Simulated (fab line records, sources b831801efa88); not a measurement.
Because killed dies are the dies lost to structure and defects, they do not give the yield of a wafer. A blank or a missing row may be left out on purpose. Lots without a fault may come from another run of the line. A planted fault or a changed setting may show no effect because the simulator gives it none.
A lot that was struck, set against a sound lot ; flow sky130 ; 29 steps out of a route of 708
Sound: wafers L821.2, L821.5, L821.6. The struck wafers were L825.3, L825.5, L825.6. At the end, the cause is stated.
Per side, at each step with rows, come the tool, then ch with its chambers, and then its first start. Under that, the readings that differ: sound wafers ; struck wafers ; difference of the means ; sigmas: that difference in standard deviations of wafers without a fault.
alike: readings whose means differ by less than 2 such deviations, and words and numbers that are the same on both sides. not compared: withheld readings, readings that some wafer has no value for, bounds like >300 that may hide the same value, and numbers for which the record gives no deviation and whose values overlap.
A row with sigmas, a row that says differs or no value, or rows on one side alone: a step with any of these is where the two part. Numbers that don't overlap but have no deviation are shown without sigmas and don't part them. A reading that every wafer of one side lacks parts them only if that side has two wafers or more.

SKY_PWDE_STRIP_09: strips in O2/N2.
  sound on plasma asher-01 ch 0,1, day 4 00:07; struck on plasma asher-02 ch 0,1, day 5 06:12
  alike: drypump motor current A, oes product au, strip time to endpoint s
  not compared: rf hours counter h
SKY_PWDE_TW_MEAS_10:
  struck on film metro-03, day 5 06:17; sound on film metro-04, day 4 00:14
reading;sound;struck;difference;sigmas
PWDE_TW;368 367 368;381 381 383;+14;+3
then, 7 steps without rows for these wafers: SKY_NWELL_DEHYDRATE_03 (time 60 s); SKY_NWELL_HMDS_04 (prime time 60 s); SKY_NWELL_COAT_05 (resist thk 3000 nm); SKY_NWELL_SOFTBAKE_06; SKY_NWELL_EXPOSE_07 (exposes mask NWM, target cd 840 nm); SKY_NWELL_PEB_08; SKY_NWELL_DEVELOP_09 (develop time 60 s).
SKY_NWELL_OVL_MEAS_10:
  struck on overlay-02, day 5 23:45; sound on overlay-02, day 4 16:08
reading;sound;struck;difference;sigmas
NWELL_00_OVL (nm);2.0 2.6 2.3;-0.4 -1.2 -0.8;-3.1;-2
then, 2 steps without rows for these wafers: SKY_NWELL_IMPLANT_11; SKY_NWELL_IMPLANT_12.
SKY_NWELL_IMPLANT_13:
  sound on implanter-03 ch 0, day 4 16:30; struck on implanter-01, day 6 00:07
  no value came back on the struck wafers for beam energy keV, beam on s (s), end station pressure torr (Torr); on the sound wafers beam energy keV reads 49.972 49.991 49.999
SKY_NWELL_STRIP_14: strips in O2/N2.
  sound on plasma asher-02 ch 0,1, day 4 16:37; struck on plasma asher-01 ch 0,1, day 6 00:15
  alike: drypump motor current A, oes product au, strip time to endpoint s
  not compared: rf hours counter h
SKY_NWELL_TW_MEAS_15:
  struck on film metro-03, day 6 00:20; sound on film metro-03, day 4 16:44
  alike: NWELL_TW
then, 7 steps without rows for these wafers: SKY_NWELL_DEHYDRATE_16 (time 60 s); SKY_NWELL_HMDS_17 (prime time 60 s); SKY_NWELL_COAT_18 (resist thk 3000 nm); SKY_NWELL_SOFTBAKE_19; SKY_NWELL_EXPOSE_20 (exposes mask NWM COMPLEMENT, target cd 840 nm); SKY_NWELL_PEB_21; SKY_NWELL_DEVELOP_22 (develop time 60 s).
SKY_NWELL_OVL_MEAS_23:
  struck on overlay-02, day 6 18:36; sound on overlay-02, day 5 10:14
  alike: NWELL_01_OVL
next, for these wafers, 1 step has no rows: SKY_NWELL_IMPLANT_24.
SKY_NWELL_STRIP_25: strips in O2/N2.
  sound on plasma asher-01 ch 0,1, day 5 10:25; struck on plasma asher-02 ch 0,1, day 6 18:49
  alike: drypump motor current A, oes product au, strip time to endpoint s
  not compared: rf hours counter h
SKY_NWELL_TW_MEAS_26:
  struck on film metro-04, day 6 18:53; sound on film metro-04, day 5 10:32
  alike: NWELL_2_TW
then, 1 step without rows for these wafers: SKY_NWELL_CLEAN_27 (cleans in SC1/SC2, time 150 s).
SKY_NWELL_RTA_28: time 30 s.
  sound on rtp anneal-02 ch 0, day 5 10:40; struck on rtp anneal-02 ch 0, day 6 19:01
  alike: lamp power pct, wafer_temp_C_max
SKY_NWELL_RS_MEAS_29: measures by four-point-probe.
  struck on film metro-02, day 6 19:07; sound on film metro-03, day 5 10:46
reading;sound;struck;difference;sigmas
NWELL_RS (ohm/sq);625.4 625.1 623.9;652.5 653.4 653.5;+28.3;+15

== WHERE THEY PART ==
First at SKY_PWDE_TW_MEAS_10; last, within this record, at SKY_NWELL_RS_MEAS_29.

WHY: what had been put in by the simulator
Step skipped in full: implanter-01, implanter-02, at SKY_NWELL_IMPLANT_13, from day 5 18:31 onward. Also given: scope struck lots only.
